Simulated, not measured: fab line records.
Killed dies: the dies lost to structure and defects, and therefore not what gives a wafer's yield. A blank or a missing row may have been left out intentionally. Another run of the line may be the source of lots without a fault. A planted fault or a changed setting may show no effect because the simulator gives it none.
Which of the tools did it? -- flow gf180mcu -- Sampling: 13 lots, 39 wafers, 4 of 602 route steps

## WHAT THE GAUGES READ, wafer by wafer
GF_TOP_METAL_THK_MEAS_06: measures by xrf. Usual: for TOP_METAL_ALCU_THK the level is 893 nm and the standard deviation is 9.5.
lot,measured,on,TOP_METAL_ALCU_THK (nm),flag
L519,day 27 04:38,filmMetro-03,881 887 896,
L520,day 27 14:35,filmMetro-04,892 889 892,
L521,day 28 01:09,filmMetro-04,870 891 895,
L525,day 29 04:52,filmMetro-02,901 894 905,
L526,day 30 00:32,filmMetro-04,899 897 886,
L529,day 30 15:44,filmMetro-02,895 906 891,
L530,day 31 01:50,filmMetro-03,885 876 887,
L535,day 31 23:08,filmMetro-02,904 892 900,
L537,day 32 14:02,filmMetro-03,895 885 890,
L538,day 32 19:59,filmMetro-03,895 895 904,
L540,day 33 05:14,filmMetro-04,891 882 874,
L541,day 33 10:43,filmMetro-04,892 897 908,
L542,day 33 15:26,filmMetro-04,908 896 889,

## EACH LOT AND THE TOOL THAT RAN IT (in order: tool; ch and the chambers of the sampled wafers; start)
lot,GF_V5_CVD_02,GF_V5_SPUTTER_21,GF_V5_CVD_23
L519,"pecvd-01 ch 0,1, day 26 06:30","pvdSputter-02, day 27 03:35","cvdW-02 ch 0,1, day 27 03:41"
L520,"pecvd-01 ch 1,2, day 26 16:13","pvdSputter-02, day 27 13:33","cvdW-02 ch 0,1, day 27 13:39"
L521,"pecvd-03 ch 1,2, day 27 03:10","pvdSputter-02, day 28 00:07","cvdW-02 ch 0,1, day 28 00:13"
L525,"pecvd-01 ch 0,1,2, day 28 06:52","pvdSputter-02, day 29 03:50","cvdW-02 ch 0,1, day 29 03:56"
L526,"pecvd-01 ch 0,1,2, day 29 02:58","pvdSputter-02, day 29 23:30","cvdW-01 ch 0,1, day 29 23:36"
L529,"pecvd-01 ch 0,1, day 29 19:17","pvdSputter-03, day 30 14:42","cvdW-02 ch 0,1, day 30 14:48"
L530,"pecvd-03 ch 1,2, day 30 05:17","pvdSputter-02, day 31 00:48","cvdW-02 ch 0,1, day 31 00:54"
L535,"pecvd-02 ch 0,1,2, day 31 03:16","pvdSputter-01, day 31 22:06","cvdW-01 ch 0,1, day 31 22:12"
L537,"pecvd-02 ch 1,2, day 31 17:48","pvdSputter-03, day 32 13:00","cvdW-01 ch 0,1, day 32 13:06"
L538,"pecvd-01 ch 0,1,2, day 31 20:55","pvdSputter-01, day 32 18:57","cvdW-01 ch 0,1, day 32 19:03"
L540,"pecvd-01 ch 0,1,2, day 32 10:50","pvdSputter-01, day 33 04:12","cvdW-01 ch 0,1, day 33 04:18"
L541,"pecvd-01 ch 0,2, day 32 16:16","pvdSputter-01, day 33 09:40","cvdW-01 ch 0,1, day 33 09:46"
L542,"pecvd-01 ch 0,2, day 32 21:53","pvdSputter-01, day 33 14:25","cvdW-01 ch 0,1, day 33 14:31"
- GF_V5_CVD_02: deposits SiO2 from TEOS, target thk 1450 nm, time 163.28 s.
- GF_V5_SPUTTER_21: material Ti, target thk 15 nm, time 80.02 s.
- GF_V5_CVD_23: deposits W, target thk 350 nm, time 104.9 s.

## AS READ BY THE TOOLS THEMSELVES (means over the sampled wafers that have a number; for cases with no such wafer, the mark the record gives instead)
GF_V5_CVD_02. Usual: heaterPowerW 712 W, standard deviation 160; susceptorTempC 399.99 C, standard deviation 0.24.
lot,tool,heaterPowerW (W),susceptorTempC (C),flag
L519,pecvd-01,890,399.97,
L520,pecvd-01,635,399.95,
L521,pecvd-03,783,400.06,
L525,pecvd-01,747,400.16,
L526,pecvd-01,761,399.99,
L529,pecvd-01,756,399.80,
L530,pecvd-03,735,399.81,
L535,pecvd-02,674,399.99,
L537,pecvd-02,599,400.09,
L538,pecvd-01,710,400.11,
L540,pecvd-01,750,400.13,
L541,pecvd-01,813,399.84,
L542,pecvd-01,676,399.94,

GF_V5_SPUTTER_21. Usual: substrateTempC 199.98 C, standard deviation 0.18; throttleValvePct 29.6 %, standard deviation 0.94.
lot,tool,substrateTempC (C),throttleValvePct (%),flag
L519,pvdSputter-02,199.94,29.7,
L520,pvdSputter-02,200.02,29.1,
L521,pvdSputter-02,200.00,29.2,
L525,pvdSputter-02,199.92,29.2,
L526,pvdSputter-02,200.02,29.0,
L529,pvdSputter-03,200.14,29.8,
L530,pvdSputter-02,199.87,29.5,
L535,pvdSputter-01,199.90,29.5,
L537,pvdSputter-03,200.06,30.7,
L538,pvdSputter-01,199.86,30.3,
L540,pvdSputter-01,199.96,29.5,
L541,pvdSputter-01,200.03,30.3,
L542,pvdSputter-01,199.92,29.5,

GF_V5_CVD_23. Usual: chamberPressureTorr 39.99 Torr, standard deviation 0.086; heaterPowerW 822 W, standard deviation 150; susceptorTempC 400.00 C, standard deviation 0.23.
lot,tool,chamberPressureTorr (Torr),heaterPowerW (W),susceptorTempC (C),flag
L519,cvdW-02,40.04,996,400.00,
L520,cvdW-02,40.04,864,400.00,
L521,cvdW-02,40.05,988,399.80,
L525,cvdW-02,39.95,999,399.98,
L526,cvdW-01,40.03,729,400.22,
L529,cvdW-02,40.04,1004,399.94,
L530,cvdW-02,40.03,1004,399.86,
L535,cvdW-01,40.04,766,400.21,
L537,cvdW-01,39.86,773,400.00,
L538,cvdW-01,39.94,780,400.23,
L540,cvdW-01,39.91,737,400.14,
L541,cvdW-01,40.01,732,399.92,
L542,cvdW-01,40.00,778,399.96,

## THE ANSWER, worked out from the rows above alone
Rule: lot off if the mean of its wafers having a number is beyond 3 standard deviations from the usual mean. Also off: a lot with no number at a reading for which 4 or more lots have one. All remaining lots with rows at the step are treated as sound. The gauges are gone through in route order, then the tools' own readings, and for those a lot's mean is taken as printed above. The first step at which some lot is off is used, and at that step the reading that is off furthest; a lot without a number counts as furthest.
No lot is off on any of the readings shown, so nothing can be concluded from this.

## WHAT HAD BEEN PUT IN BY THE SIMULATOR
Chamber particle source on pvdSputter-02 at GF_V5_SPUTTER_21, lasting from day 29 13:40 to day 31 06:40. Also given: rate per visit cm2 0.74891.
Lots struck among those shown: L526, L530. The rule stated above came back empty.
